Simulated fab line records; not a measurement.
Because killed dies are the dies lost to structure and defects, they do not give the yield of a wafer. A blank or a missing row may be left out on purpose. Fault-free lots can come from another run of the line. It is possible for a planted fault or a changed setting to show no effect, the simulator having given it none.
Which tool did it? | flow sky130 | Sampling: 10 lots, 30 wafers, 4 of 708 route steps

WHAT EACH GAUGE READ, for each wafer
SKY_SONOS_ONO_CD_MEAS_13: the cd target is 410 nm.
lot  | measured     | on       | cdNm (nm)
L783 | day 12 17:59 | cdSem-01 | 410.7 409.6 413.8
L786 | day 14 05:23 | cdSem-01 | 409.4 409.9 409.5
L785 | day 14 08:26 | cdSem-01 | 405.9 407.1 409.2
L790 | day 15 15:54 | cdSem-02 | 409.5 410.7 412.1
L791 | day 16 03:32 | cdSem-02 | 407.3 408.3 408.5
L792 | day 16 07:19 | cdSem-01 | 409.7 405.5 407.1
L799 | day 19 00:51 | cdSem-02 | 413.3 412.3 411.2
L800 | day 19 09:34 | cdSem-02 | 407.5 406.6 409.0
L802 | day 19 21:35 | cdSem-02 | 408.9 413.7 411.1
L805 | day 20 18:53 | cdSem-01 | 413.8 411.1 409.8

SKY_POLY_GATE_THK_MEAS_04.
lot  | measured     | on           | POLY_GATE_CVD_03_THK (nm)
L783 | day 15 08:56 | filmMetro-01 | 75.8 75.8 76.1
L786 | day 16 23:04 | filmMetro-02 | 75.2 75.6 75.6
L785 | day 17 01:30 | filmMetro-01 | 74.2 74.5 74.4
L790 | day 18 10:55 | filmMetro-02 | 49.2 48.7 48.7
L791 | day 19 01:18 | filmMetro-02 | 48.8 48.2 48.7
L792 | day 19 06:16 | filmMetro-02 | 48.7 47.9 48.5
L799 | day 21 22:15 | filmMetro-04 | 75.4 75.5 74.9
L800 | day 22 05:16 | filmMetro-01 | 76.3 75.0 75.3
L802 | day 22 16:58 | filmMetro-04 | 75.4 75.8 76.0
L805 | day 23 15:49 | filmMetro-02 | 76.7 77.0 76.6

EACH LOT AND THE TOOL THAT RAN IT (in order: tool; ch and the chambers of the sampled wafers; start)
lot  | SKY_SONOS_ONO_STRIP_17              | SKY_POLY_GATE_CVD_03
L783 | plasmaAsher-04 ch 0,1, day 12 18:15 | lpcvd-02 ch 1, day 15 07:35
L786 | plasmaAsher-03 ch 0,1, day 14 05:38 | lpcvd-02 ch 0, day 16 21:41
L785 | plasmaAsher-01 ch 0,1, day 14 08:41 | lpcvd-02 ch 1, day 17 00:07
L790 | plasmaAsher-03 ch 0,1, day 15 16:08 | lpcvd-02 ch 1, day 18 09:33
L791 | plasmaAsher-04 ch 0,1, day 16 03:47 | lpcvd-02 ch 1, day 18 23:57
L792 | plasmaAsher-04 ch 0,1, day 16 07:35 | lpcvd-02 ch 0, day 19 04:13
L799 | plasmaAsher-03 ch 0,1, day 19 01:06 | lpcvd-02 ch 0, day 21 20:53
L800 | plasmaAsher-03 ch 1, day 19 09:49   | lpcvd-02 ch 1, day 22 03:54
L802 | plasmaAsher-01 ch 0,1, day 19 21:51 | lpcvd-02 ch 1, day 22 15:35
L805 | plasmaAsher-04 ch 0,1, day 20 19:14 | lpcvd-02 ch 0, day 23 14:28
- SKY_SONOS_ONO_STRIP_17: strips in O2/N2.
- SKY_POLY_GATE_CVD_03: deposits Si3N4 from DCS/NH3, target thk 75 nm, time 1290 s.

WHAT THE TOOLS THEMSELVES READ (means of the sampled wafers that have a number; where no wafer has one, the mark that the record gives instead)
SKY_SONOS_ONO_STRIP_17.
lot  | tool           | drypumpMotorCurrentA (A) | oesProductAu (a.u.) | stripTimeToEndpointS (s)
L783 | plasmaAsher-04 | 5.1                      | 0.706               | 14.08
L786 | plasmaAsher-03 | 6.2                      | 0.710               | 14.10
L785 | plasmaAsher-01 | 5.6                      | 0.707               | 14.06
L790 | plasmaAsher-03 | 6.2                      | 0.709               | 14.07
L791 | plasmaAsher-04 | 5.4                      | 0.710               | 14.09
L792 | plasmaAsher-04 | 5.4                      | 0.710               | 14.08
L799 | plasmaAsher-03 | 6.2                      | 0.712               | 14.06
L800 | plasmaAsher-03 | 6.3                      | 0.707               | 14.09
L802 | plasmaAsher-01 | 5.4                      | 0.706               | 14.05
L805 | plasmaAsher-04 | 5.1                      | 0.715               | 14.11

SKY_POLY_GATE_CVD_03.
lot  | tool     | susceptorTempC (C)
L783 | lpcvd-02 | 769.8
L786 | lpcvd-02 | 769.7
L785 | lpcvd-02 | 770.4
L790 | lpcvd-02 | 770.2
L791 | lpcvd-02 | 769.8
L792 | lpcvd-02 | 769.9
L799 | lpcvd-02 | 770.2
L800 | lpcvd-02 | 769.8
L802 | lpcvd-02 | 770.2
L805 | lpcvd-02 | 769.6

THE ANSWER, worked out from the rows above alone
Rule: the lots themselves supply what counts as usual. Put in order of their means at a reading, lots are off if they are a third of the lots or fewer, leave a main group of 4 or more, and stand apart from it by a gap of 3 or more times the standard deviation of the main group's means; of several such gaps the widest counts. The tables above print the reading to a certain number of digits; a main group whose means all agree to those digits is not used. Also off: a lot with no number at a reading for which 4 or more lots have one. Where the step has rows for the other lots, those lots are counted as sound. The gauges are gone through in route order, then the tools' own readings, and for those a lot's mean is taken as printed above. At the first step where some lot is off, the reading lying furthest off is the one used; lots without a number count as furthest.
Off: L790, L791, L792, at SKY_POLY_GATE_THK_MEAS_04 (POLY_GATE_CVD_03_THK). The main group: mean 75.6 nm, standard deviation 0.67.
A tool fits if, at a process step before that reading, it ran every lot that is off, and no sound lot after the first of them. Those tools and the gauges at SKY_POLY_GATE_THK_MEAS_04 are tried in the same way. No candidate that was tried fits.

WHAT WAS PUT IN BY THE SIMULATOR
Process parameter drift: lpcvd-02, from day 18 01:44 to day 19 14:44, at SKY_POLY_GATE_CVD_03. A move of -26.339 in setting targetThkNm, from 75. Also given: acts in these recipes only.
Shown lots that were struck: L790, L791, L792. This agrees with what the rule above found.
